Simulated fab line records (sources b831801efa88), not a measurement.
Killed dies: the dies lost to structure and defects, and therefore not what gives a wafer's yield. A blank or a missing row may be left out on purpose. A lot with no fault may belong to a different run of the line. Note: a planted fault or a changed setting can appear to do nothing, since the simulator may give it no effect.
fab line records	flow gf180mcu	part 1 of 2: steps 1 to 26 of 36
record: lots: 5	wafers: 15	lastDay: 34
route steps=602 shown HV_LDD@219 NSD@235 PSD@248
lots that met no fault: from a run of the same line without faults
startH: hours from the record's first day to the start of the lot's first wafer shown	waitH: hours since the lot's step before	" identical to the entry in the row above	L1.1+2: several wafers, shown together as one row	- either no value or no given start	* or withheld: withheld	< > ~ a bound
route shown NAME@n: NAME is a module with steps in the file, n the number in the route of the first one	usual: mean/standard deviation taken from wafers without a fault	same: alike in all rows	chamber/n: place in a boat	sites: per-site readings	_std_site: the standard deviation of these	_edge_site: mean of outer sites minus mean of inner sites	radiusMm: how far each site lies from the wafer's centre	mask NAME#n: copy n	behind: the most recent tool/chamber to have shaped the wafer	hold: the reason the lot was held/the length of the hold in hours/how it ended	device: the transistor (n, p or np) that didn't switch	end of line: at the end of the route, the tests of the same wafers	step lacking rows: just its recipe	killed: at the first sort, the dies lost to defects and structure; wafer yield is something else	map: a wafer's dies, marking killed ones x, the rest . and places with no die _
set.NAME: the run value of the setting; set.NAME@STEP: its run value at that earlier step	model.NAME: the simulator's own value behind a step, which no gauge read
a table for each step, a row for each wafer; lots at some steps of the route
services: a tool's chamber out of use, with start hour (startH, from the record's first day; less than 0 if before it), hours out, and reason
== steps ==
step: GF_HV_LDD_EXPOSE_43
recipe: maskId: Pplus_HV_AREA	targetCdNm: 400	na: 0.6	sourceShape: conventional	sigmaOuter: 0.6	doseMj: 140
lot.wafer	tool	chamber	startH	waitH	mask
L083.1+2+3	ilineStepper-02	0	-	-	Pplus_HV_AREA#0
L086.2+3+4	ilineStepper-02	0	-	-	Pplus_HV_AREA#0
L087.2+4+6	ilineStepper-02	0	-	-	Pplus_HV_AREA#0
L096.2+3+6	ilineStepper-02	0	-	-	Pplus_HV_AREA#0
L097.2+3+4	ilineStepper-02	0	-	-	Pplus_HV_AREA#0
step: GF_HV_LDD_PEB_44
recipe: tempC: withheld	timeS: *	resist: NOVOLAK
usual: chillPlateTempC: *
lot.wafer	tool	chamber	startH	waitH	chillPlateTempC
L083.1	lithoTrack-01	0	-	-	*
L083.2	"	0	"	"	*
L083.3	"	0	"	"	*
L086.2	lithoTrack-01	0	-	-	*
L086.3	"	0	"	"	*
L086.4	"	0	"	"	*
L087.2	lithoTrack-04	0	-	-	*
L087.4	"	0	"	"	*
L087.6	"	0	"	"	*
L096.2	lithoTrack-04	0	-	-	*
L096.3	"	0	"	"	*
L096.6	"	0	"	"	*
L097.2	lithoTrack-03	0	-	-	*
L097.3	"	0	"	"	*
L097.4	"	0	"	"	*
step: GF_HV_LDD_DEVELOP_45
recipe: developTimeS: 60	devTempC: 23
usual: chillPlateTempC: 23.00/0.11
lot.wafer	tool	chamber	startH	waitH	chillPlateTempC
L083.1	lithoTrack-01	0	340.94	0.1	22.99
L083.2	"	0	"	"	23.13
L083.3	"	0	"	"	23.09
L086.2	lithoTrack-01	0	372.31	0.1	23.12
L086.3	"	0	"	"	23.11
L086.4	"	0	"	"	22.92
L087.2	lithoTrack-04	0	376.58	0.1	23.00
L087.4	"	0	"	"	22.99
L087.6	"	0	"	"	23.06
L096.2	lithoTrack-04	0	450.97	0.1	22.90
L096.3	"	0	"	"	22.98
L096.6	"	0	"	"	23.04
L097.2	lithoTrack-03	0	453.67	0.1	22.78
L097.3	"	0	"	"	22.72
L097.4	"	0	"	"	22.96
step: GF_HV_LDD_CD_MEAS_46
recipe: targetCdNm: 400
usual: cdNm: 399.7/1.9
lot.wafer	tool	chamber	startH	waitH	cdNm
L083.1	cdSem-02	-	341.09	0.1	400.3
L083.2	"	-	"	"	400.0
L083.3	"	-	"	"	400.4
L086.2	cdSem-01	-	372.46	0.1	400.6
L086.3	"	-	"	"	401.8
L086.4	"	-	"	"	400.9
L087.2	cdSem-02	-	376.72	0.1	399.9
L087.4	"	-	"	"	400.6
L087.6	"	-	"	"	401.1
L096.2	cdSem-01	-	451.12	0.1	398.8
L096.3	"	-	"	"	399.2
L096.6	"	-	"	"	399.5
L097.2	cdSem-02	-	453.82	0.1	397.1
L097.3	"	-	"	"	401.1
L097.4	"	-	"	"	397.7
step: GF_HV_LDD_OVL_MEAS_47
usual: HV_LDD_03_OVL: 0.2/1.6
lot.wafer	tool	chamber	startH	waitH	HV_LDD_03_OVL[nm]
L083.1	overlay-02	-	341.21	0.1	1.5
L083.2	"	-	"	"	1.1
L083.3	"	-	"	"	0.2
L086.2	overlay-01	-	372.56	0.1	0.6
L086.3	"	-	"	"	0.4
L086.4	"	-	"	"	-1.6
L087.2	overlay-01	-	376.83	0.1	1.8
L087.4	"	-	"	"	1.4
L087.6	"	-	"	"	0.8
L096.2	overlay-01	-	451.22	0.1	3.5
L096.3	"	-	"	"	2.7
L096.6	"	-	"	"	5.0
L097.2	overlay-02	-	453.92	0.1	-1.8
L097.3	"	-	"	"	-1.0
L097.4	"	-	"	"	-0.8
step: GF_HV_LDD_IMPLANT_48
recipe: species: B	energyKev: 25	doseCm2: 3e+13	tiltDeg: 7
usual: beamEnergyKeV: 25.001/0.007
lot.wafer	tool	chamber	startH	waitH	beamEnergyKeV
L083.1	implanter-04	0	341.24	0.0	25.001
L083.2	"	0	"	"	25.001
L083.3	"	0	"	"	24.999
L086.2	implanter-04	0	372.62	0.0	25.016
L086.3	"	0	"	"	25.004
L086.4	"	0	"	"	24.999
L087.2	implanter-01	0	376.88	0.0	25.001
L087.4	"	0	"	"	24.999
L087.6	"	0	"	"	24.998
L096.2	implanter-04	0	451.28	0.0	25.004
L096.3	"	0	"	"	25.006
L096.6	"	0	"	"	25.002
L097.2	implanter-01	0	453.98	0.0	24.988
L097.3	"	0	"	"	24.998
L097.4	"	0	"	"	24.997
step: GF_HV_LDD_STRIP_49
recipe: chemistry: O2/N2	powerW: 1400	pressureMtorr: 1500	platenTempC: 250	o2FlowSccm: 3000	n2FlowSccm: 300	overashFraction: 0.5
usual: drypumpMotorCurrentA: 5.6/0.57	heaterPowerW: 345/30	oesProductAu: 0.717/0.0042	stripTimeToEndpointS: 12.66/0.038
lot.wafer	tool	chamber	startH	waitH	drypumpMotorCurrentA	heaterPowerW	oesProductAu	rfHoursCounterH	stripTimeToEndpointS
L083.1	plasmaAsher-04	0	341.39	0.1	6.3	330	0.722	21	12.70
L083.2	"	1	"	"	5.0	379	0.721	21	12.71
L083.3	"	1	"	"	5.0	366	0.713	-	12.68
L086.2	plasmaAsher-04	0	372.74	0.1	6.3	327	0.719	24	12.64
L086.3	"	0	"	"	6.3	333	0.720	-	12.66
L086.4	"	1	"	"	5.0	373	0.717	-	12.68
L087.2	plasmaAsher-04	0	377.01	0.1	6.3	334	0.716	24	12.66
L087.4	"	0	"	"	6.3	332	0.712	-	12.68
L087.6	"	1	"	"	5.0	376	0.711	-	12.67
L096.2	plasmaAsher-04	0	451.40	0.1	6.3	332	0.721	32	12.60
L096.3	"	0	"	"	6.3	331	0.722	-	12.65
L096.6	"	0	"	"	6.3	328	0.721	-	12.60
L097.2	plasmaAsher-04	0	454.10	0.1	6.3	324	0.718	32	12.60
L097.3	"	1	"	"	5.0	374	0.720	-	12.59
L097.4	"	0	"	"	6.3	328	0.720	-	12.60
step: GF_HV_LDD_TW_MEAS_50
usual: HV_LDD_4_TW: 569/3.9
lot.wafer	tool	chamber	startH	waitH	HV_LDD_4_TW
L083.1	filmMetro-01	-	341.49	0.1	566
L083.2	"	-	"	"	571
L083.3	"	-	"	"	573
L086.2	filmMetro-01	-	372.85	0.1	575
L086.3	"	-	"	"	575
L086.4	"	-	"	"	573
L087.2	filmMetro-03	-	377.12	0.1	569
L087.4	"	-	"	"	567
L087.6	"	-	"	"	566
L096.2	filmMetro-01	-	451.51	0.1	571
L096.3	"	-	"	"	573
L096.6	"	-	"	"	571
L097.2	filmMetro-03	-	454.21	0.1	570
L097.3	"	-	"	"	571
L097.4	"	-	"	"	573
step: GF_HV_LDD_CLEAN_51
recipe: chemistry: SC1/SC2	mix: 1:4:20	tempC: 70	timeS: 150	dry: n2Spin
lot.wafer	tool	chamber	startH	waitH
L083.1+2+3	wetBench-01	0	341.55	0.1
L086.2+3+4	wetBench-03	1	372.90	0.0
L087.2+4+6	wetBench-01	2	377.17	0.0
L096.2+3+6	wetBench-03	3	451.56	0.0
L097.2+3+4	wetBench-03	0	454.26	0.0
step: GF_HV_LDD_RTA_52
recipe: tempC: 1000	timeS: 10	ambient: N2
usual: wafer_temp_C_max: 1004.2/1
same: lampPowerPct: 37
lot.wafer	tool	chamber	startH	waitH	wafer_temp_C_max
L083.1	rtpAnneal-01	0	341.61	0.0	1005.5
L083.2	"	0	"	"	1003.7
L083.3	"	0	"	"	1002.3
L086.2	rtpAnneal-01	0	372.96	0.0	1004.2
L086.3	"	0	"	"	1002.7
L086.4	"	0	"	"	1004.8
L087.2	rtpAnneal-01	0	377.23	0.0	1005.8
L087.4	"	0	"	"	1001.9
L087.6	"	0	"	"	1004.1
L096.2	rtpAnneal-01	0	451.63	0.0	1002.6
L096.3	"	0	"	"	1001.9
L096.6	"	0	"	"	1004.1
L097.2	rtpAnneal-01	0	454.32	0.0	1002.7
L097.3	"	0	"	"	1004.3
L097.4	"	0	"	"	1003.5
step: GF_HV_LDD_RS_MEAS_53
recipe: thkMeasGauge: four-point-probe
usual: HV_LDD_RS: 418.1/0.76
lot.wafer	tool	chamber	startH	waitH	HV_LDD_RS[ohm/sq]
L083.1	filmMetro-01	-	341.74	0.1	418.9
L083.2	"	-	"	"	418.0
L083.3	"	-	"	"	418.4
L086.2	filmMetro-02	-	373.04	0.1	418.5
L086.3	"	-	"	"	417.6
L086.4	"	-	"	"	417.3
L087.2	filmMetro-02	-	377.30	0.1	418.1
L087.4	"	-	"	"	417.2
L087.6	"	-	"	"	418.2
L096.2	filmMetro-02	-	451.73	0.1	417.5
L096.3	"	-	"	"	418.3
L096.6	"	-	"	"	417.4
L097.2	filmMetro-01	-	454.40	0.1	418.2
L097.3	"	-	"	"	416.8
L097.4	"	-	"	"	417.7
step: GF_HV_LDD_CVD_54
recipe: material: SiO2	targetThkNm: 10	precursor: TEOS	tempC: 680	timeS: 75	pressureMtorr: 400
usual: zonePowerTopPct: 21.2/1.6
lot.wafer	tool	chamber	startH	waitH	zonePowerTopPct
L083.1	lpcvd-01	1	341.86	0.1	24.1
L083.2	"	1	"	"	24.3
L083.3	"	1	"	"	23.8
L086.2	lpcvd-02	1	373.14	0.1	21.5
L086.3	"	1	"	"	21.5
L086.4	"	1	"	"	21.6
L087.2	lpcvd-01	1	377.40	0.1	24.3
L087.4	"	1	"	"	23.8
L087.6	"	1	"	"	24.1
L096.2	lpcvd-02	1	451.83	0.1	21.6
L096.3	"	1	"	"	21.7
L096.6	"	1	"	"	21.7
L097.2	lpcvd-02	0	454.50	0.1	18.8
L097.3	"	0	"	"	18.6
L097.4	"	0	"	"	19.2
step: GF_HV_LDD_THK_MEAS_55
recipe: reads: SiO2_of_HV_LDD_CVD_54
usual: HV_LDD_CVD_54_THK: 10.05/0.12
lot.wafer	tool	chamber	startH	waitH	HV_LDD_CVD_54_THK[nm]
L083.1	filmMetro-02	-	342.88	0.0	10.11
L083.2	"	-	"	"	10.00
L083.3	"	-	"	"	10.09
L086.2	filmMetro-01	-	374.17	0.0	10.03
L086.3	"	-	"	"	9.94
L086.4	"	-	"	"	10.02
L087.2	filmMetro-01	-	378.43	0.0	9.84
L087.4	"	-	"	"	9.93
L087.6	"	-	"	"	9.89
L096.2	filmMetro-03	-	453.39	0.0	10.03
L096.3	"	-	"	"	10.09
L096.6	"	-	"	"	10.21
L097.2	filmMetro-01	-	456.04	0.0	9.88
L097.3	"	-	"	"	10.08
L097.4	"	-	"	"	10.07
step: GF_HV_LDD_CVD_56
recipe: material: Si3N4	precursor: DCS/NH3	targetThkNm: 90	tempC: 770	timeS: 1543	pressureMtorr: 250
usual: zonePowerTopPct: 24.9/2.6
lot.wafer	tool	chamber	startH	waitH	zonePowerTopPct
L083.1	lpcvd-01	1	342.94	0.1	29.4
L083.2	"	1	"	"	28.6
L083.3	"	1	"	"	28.9
L086.2	lpcvd-01	0	374.22	0.0	24.6
L086.3	"	0	"	"	24.3
L086.4	"	0	"	"	24.8
L087.2	lpcvd-02	0	378.48	0.0	22.5
L087.4	"	0	"	"	22.5
L087.6	"	0	"	"	22.7
L096.2	lpcvd-01	0	453.44	0.0	24.0
L096.3	"	0	"	"	24.6
L096.6	"	0	"	"	24.1
L097.2	lpcvd-01	0	456.09	0.0	24.1
L097.3	"	0	"	"	24.3
L097.4	"	0	"	"	24.9
step: GF_HV_LDD_THK_MEAS_57
recipe: reads: Si3N4_of_HV_LDD_CVD_56
usual: HV_LDD_CVD_56_THK: 90.0/0.73
lot.wafer	tool	chamber	startH	waitH	HV_LDD_CVD_56_THK[nm]
L083.1	filmMetro-03	-	344.37	0.0	89.2
L083.2	"	-	"	"	89.5
L083.3	"	-	"	"	90.4
L086.2	filmMetro-03	-	375.66	0.0	88.6
L086.3	"	-	"	"	89.0
L086.4	"	-	"	"	89.0
L087.2	filmMetro-01	-	379.92	0.0	89.7
L087.4	"	-	"	"	89.5
L087.6	"	-	"	"	90.1
L096.2	filmMetro-02	-	454.88	0.0	90.4
L096.3	"	-	"	"	90.7
L096.6	"	-	"	"	90.3
L097.2	filmMetro-02	-	457.53	0.0	89.5
L097.3	"	-	"	"	89.7
L097.4	"	-	"	"	89.4
step: GF_HV_LDD_ETCHBACK_58
recipe: chemistry: CH3F/O2	target: Si3N4	stopOn: SiO2	sourceW: 400	biasW: 80	pressureMtorr: 25	ch3fFlowSccm: 40	O2_flow_sccm: 30	timeS: 100	targetDepthA: 900
usual: drypumpMotorCurrentA: 5.9/0.43	oesProductAu: 0.842/0.0056	throttleValvePct: 10.561/0.0086
lot.wafer	tool	chamber	startH	waitH	drypumpMotorCurrentA	oesProductAu	rfHoursCounterH	throttleValvePct
L083.1	rieDiel-04	0	344.43	0.1	5.3	0.838	20	10.561
L083.2	"	2	"	"	5.6	0.829	60	10.568
L083.3	"	1	"	"	5.7	0.845	6	10.572
L086.2	rieDiel-04	2	375.71	0.0	5.6	0.837	60	10.541
L086.3	"	1	"	"	5.7	0.836	7	10.555
L086.4	"	0	"	"	5.3	0.836	21	10.560
L087.2	rieDiel-03	1	379.97	0.0	6.0	0.840	1	10.551
L087.4	"	2	"	"	5.9	0.844	5	10.565
L087.6	"	2	"	"	6.0	0.844	-	10.560
L096.2	rieDiel-03	3	454.93	0.0	6.4	0.849	4	10.568
L096.3	"	1	"	"	6.0	0.846	3	10.564
L096.6	"	3	"	"	6.4	0.852	-	10.559
L097.2	rieDiel-03	3	457.58	0.0	6.4	0.842	4	10.566
L097.3	"	2	"	"	6.0	0.839	7	10.567
L097.4	"	2	"	"	5.9	0.844	-	10.558
step: GF_NSD_DEHYDRATE_00
recipe: tempC: 200	timeS: 60
usual: chillPlateTempC: 23.03/0.13
lot.wafer	tool	chamber	startH	waitH	chillPlateTempC
L083.1	lithoTrack-01	0	354.19	9.7	23.19
L083.2	"	0	"	"	23.15
L083.3	"	0	"	"	23.18
L086.2	lithoTrack-02	0	386.11	10.4	22.92
L086.3	"	0	"	"	22.91
L086.4	"	0	"	"	23.00
L087.2	lithoTrack-01	0	389.91	9.9	22.78
L087.4	"	0	"	"	22.82
L087.6	"	0	"	"	22.99
L096.2	lithoTrack-01	0	466.61	11.6	22.82
L096.3	"	0	"	"	22.97
L096.6	"	0	"	"	22.95
L097.2	lithoTrack-03	0	468.87	11.3	23.21
L097.3	"	0	"	"	23.21
L097.4	"	0	"	"	23.13
step: GF_NSD_HMDS_01
recipe: primeTimeS: 60	primeTempC: 120
usual: chillPlateTempC: 23.02/0.096
lot.wafer	tool	chamber	startH	waitH	chillPlateTempC
L083.1	lithoTrack-01	0	354.34	0.1	23.01
L083.2	"	0	"	"	22.93
L083.3	"	0	"	"	23.07
L086.2	lithoTrack-02	0	386.26	0.1	22.92
L086.3	"	0	"	"	22.98
L086.4	"	0	"	"	23.06
L087.2	lithoTrack-01	0	390.06	0.1	23.08
L087.4	"	0	"	"	23.07
L087.6	"	0	"	"	22.97
L096.2	lithoTrack-01	0	466.76	0.1	22.95
L096.3	"	0	"	"	23.15
L096.6	"	0	"	"	23.08
L097.2	lithoTrack-03	0	469.02	0.1	23.12
L097.3	"	0	"	"	23.12
L097.4	"	0	"	"	23.09
step: GF_NSD_COAT_02
recipe: resist: NOVOLAK	spinRpm: 3000	resistThkNm: 1000
usual: chillPlateTempC: 23.04/0.1	spinSpeedRpm: 3000.0/2.3
lot.wafer	tool	chamber	startH	waitH	chillPlateTempC	spinSpeedRpm
L083.1	lithoTrack-01	0	354.49	0.1	22.95	2997.4
L083.2	"	0	"	"	22.94	3000.0
L083.3	"	0	"	"	22.99	2998.9
L086.2	lithoTrack-02	0	386.41	0.1	23.09	3002.7
L086.3	"	0	"	"	22.99	2997.6
L086.4	"	0	"	"	23.10	2999.1
L087.2	lithoTrack-01	0	390.21	0.1	22.96	2999.4
L087.4	"	0	"	"	23.05	3000.2
L087.6	"	0	"	"	22.96	3001.2
L096.2	lithoTrack-01	0	466.91	0.1	23.24	2996.9
L096.3	"	0	"	"	23.36	2998.6
L096.6	"	0	"	"	23.03	2995.8
L097.2	lithoTrack-03	0	469.17	0.1	23.00	2999.5
L097.3	"	0	"	"	22.93	3002.8
L097.4	"	0	"	"	22.90	2998.2
step: GF_NSD_SOFTBAKE_03
recipe: tempC: 90	timeS: 60	resist: NOVOLAK
usual: chillPlateTempC: 23.01/0.1
lot.wafer	tool	chamber	startH	waitH	chillPlateTempC
L083.1	lithoTrack-01	0	354.64	0.1	23.15
L083.2	"	0	"	"	23.16
L083.3	"	0	"	"	23.19
L086.2	lithoTrack-02	0	386.56	0.1	22.92
L086.3	"	0	"	"	22.96
L086.4	"	0	"	"	23.06
L087.2	lithoTrack-01	0	390.36	0.1	23.05
L087.4	"	0	"	"	22.92
L087.6	"	0	"	"	23.05
L096.2	lithoTrack-01	0	467.06	0.1	23.03
L096.3	"	0	"	"	22.90
L096.6	"	0	"	"	22.98
L097.2	lithoTrack-03	0	469.32	0.1	22.98
L097.3	"	0	"	"	23.07
L097.4	"	0	"	"	22.98
step: GF_NSD_EXPOSE_04
recipe: maskId: Nplus	targetCdNm: 400	na: 0.6	sourceShape: conventional	sigmaOuter: 0.6	doseMj: 140
lot.wafer	tool	chamber	startH	waitH	mask
L083.1+2+3	ilineStepper-02	0	-	-	Nplus#0
L086.2+3+4	ilineStepper-01	0	-	-	Nplus#0
L087.2+4+6	ilineStepper-01	0	-	-	Nplus#0
L096.2+3+6	ilineStepper-02	0	-	-	Nplus#0
L097.2+3+4	ilineStepper-02	0	-	-	Nplus#0
step: GF_NSD_PEB_05
recipe: tempC: withheld	timeS: *	resist: NOVOLAK
usual: chillPlateTempC: *
lot.wafer	tool	chamber	startH	waitH	chillPlateTempC
L083.1	lithoTrack-03	0	-	-	*
L083.2	"	0	"	"	*
L083.3	"	0	"	"	*
L086.2	lithoTrack-02	0	-	-	*
L086.3	"	0	"	"	*
L086.4	"	0	"	"	*
L087.2	lithoTrack-02	0	-	-	*
L087.4	"	0	"	"	*
L087.6	"	0	"	"	*
L096.2	lithoTrack-02	0	-	-	*
L096.3	"	0	"	"	*
L096.6	"	0	"	"	*
L097.2	lithoTrack-01	0	-	-	*
L097.3	"	0	"	"	*
L097.4	"	0	"	"	*
step: GF_NSD_DEVELOP_06
recipe: developTimeS: 60	devTempC: 23
usual: chillPlateTempC: 22.99/0.11
lot.wafer	tool	chamber	startH	waitH	chillPlateTempC
L083.1	lithoTrack-03	0	365.65	0.1	22.97
L083.2	"	0	"	"	23.07
L083.3	"	0	"	"	23.07
L086.2	lithoTrack-02	0	397.61	0.1	22.90
L086.3	"	0	"	"	22.89
L086.4	"	0	"	"	22.97
L087.2	lithoTrack-02	0	401.26	0.1	23.02
L087.4	"	0	"	"	22.98
L087.6	"	0	"	"	22.77
L096.2	lithoTrack-02	0	478.96	0.1	23.10
L096.3	"	0	"	"	22.90
L096.6	"	0	"	"	23.18
L097.2	lithoTrack-01	0	481.51	0.1	22.93
L097.3	"	0	"	"	23.02
L097.4	"	0	"	"	22.99
step: GF_NSD_CD_MEAS_07
recipe: targetCdNm: 400
usual: cdNm: 399.6/2.4
lot.wafer	tool	chamber	startH	waitH	cdNm
L083.1	cdSem-01	-	365.80	0.1	399.3
L083.2	"	-	"	"	402.1
L083.3	"	-	"	"	401.4
L086.2	cdSem-02	-	397.76	0.1	395.8
L086.3	"	-	"	"	395.6
L086.4	"	-	"	"	394.0
L087.2	cdSem-02	-	401.41	0.1	400.7
L087.4	"	-	"	"	401.9
L087.6	"	-	"	"	402.0
L096.2	cdSem-02	-	479.10	0.1	398.2
L096.3	"	-	"	"	397.0
L096.6	"	-	"	"	395.9
L097.2	cdSem-02	-	481.65	0.1	399.4
L097.3	"	-	"	"	404.2
L097.4	"	-	"	"	405.0
step: GF_NSD_OVL_MEAS_08
usual: NSD_OVL: -0.7/1.5
lot.wafer	tool	chamber	startH	waitH	NSD_OVL[nm]
L083.1	overlay-01	-	365.92	0.1	0.2
L083.2	"	-	"	"	-0.1
L083.3	"	-	"	"	-0.1
L086.2	overlay-02	-	397.86	0.1	-1.4
L086.3	"	-	"	"	0.6
L086.4	"	-	"	"	-0.8
L087.2	overlay-01	-	401.51	0.1	-0.1
L087.4	"	-	"	"	-2.3
L087.6	"	-	"	"	-1.3
L096.2	overlay-01	-	479.21	0.1	0.5
L096.3	"	-	"	"	1.2
L096.6	"	-	"	"	1.0
L097.2	overlay-02	-	481.76	0.1	-2.2
L097.3	"	-	"	"	-2.0
L097.4	"	-	"	"	-1.6
step: GF_NSD_IMPLANT_09
recipe: species: As	energyKev: 60	doseCm2: 4e+15	tiltDeg: 7
usual: beamEnergyKeV: 60.002/0.021
lot.wafer	tool	chamber	startH	waitH	beamEnergyKeV
L083.1	implanter-04	0	365.96	0.0	60.023
L083.2	"	0	"	"	60.023
L083.3	"	0	"	"	59.997
L086.2	implanter-02	0	397.92	0.0	59.995
L086.3	"	0	"	"	60.007
L086.4	"	0	"	"	59.976
L087.2	implanter-04	0	401.57	0.0	59.992
L087.4	"	0	"	"	60.006
L087.6	"	0	"	"	60.019
L096.2	implanter-02	0	479.27	0.0	59.994
L096.3	"	0	"	"	60.025
L096.6	"	0	"	"	60.019
L097.2	implanter-02	0	481.82	0.0	60.013
L097.3	"	0	"	"	59.992
L097.4	"	0	"	"	60.006
